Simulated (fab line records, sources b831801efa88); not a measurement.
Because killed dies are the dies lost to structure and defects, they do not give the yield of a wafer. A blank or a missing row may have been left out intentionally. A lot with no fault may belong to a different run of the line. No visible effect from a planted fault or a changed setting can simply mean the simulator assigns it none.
Matching of chambers | flow sky130 | SKY_VIA4_CMP_02 on cmp-02: 4 sister chambers
The step polishes SiO2. 4 wafers are shown with their chamber, then 11 later ones without.

== WAFERS PAIRED WITH THEIR CHAMBERS ==
wafer  | chamber | motor current A (A)
L089.3 | 0       | 16.4
L090.5 | 1       | 11.6
L090.6 | 2       | 11.8
L091.3 | 3       | 10.9

== WAFERS WHOSE CHAMBER IS MISSING ==
wafer  | motor current A (A)
L091.4 | 16.3
L091.6 | 11.1
L093.2 | 10.9
L093.3 | 10.7
L093.4 | 16.2
L095.1 | 15.9
L095.2 | 12.6
L095.6 | 10.6
L097.1 | 11.0
L097.4 | 11.0
L097.5 | 12.1

== CHAMBER TAKEN BY EACH ==
wafer  | from the rows above          | in truth
L091.4 | 0                            | 0
L091.6 | can't be placed: 3 or 1 or 2 | 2
L093.2 | 3                            | 3
L093.3 | 3                            | 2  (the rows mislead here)
L093.4 | 0                            | 0
L095.1 | 0                            | 0
L095.2 | can't be placed: 2 or 1      | 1
L095.6 | 3                            | 3
L097.1 | can't be placed: 3 or 1      | 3
L097.4 | can't be placed: 3 or 1      | 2
L097.5 | can't be placed: 2 or 1      | 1
Placed correctly: 5 of 11. Not placeable from these rows: 5 (in 4, the candidates include the true chamber). 1 placed wrongly.
How it was worked out, from the rows above alone: a wafer's distance from a chamber is the root of the sum, over the readings, of the square of ((its reading less the chamber's mean) divided by the reading's scatter). The wafer belongs to the nearest chamber; if the next one is less than 2 further off, it can't be placed. For every chamber, the mean is computed from those of its wafers that are shown. The scatter (one wafer shown for each chamber): square how far every hidden wafer sits from the nearest shown wafer, average those squares and take the square root.
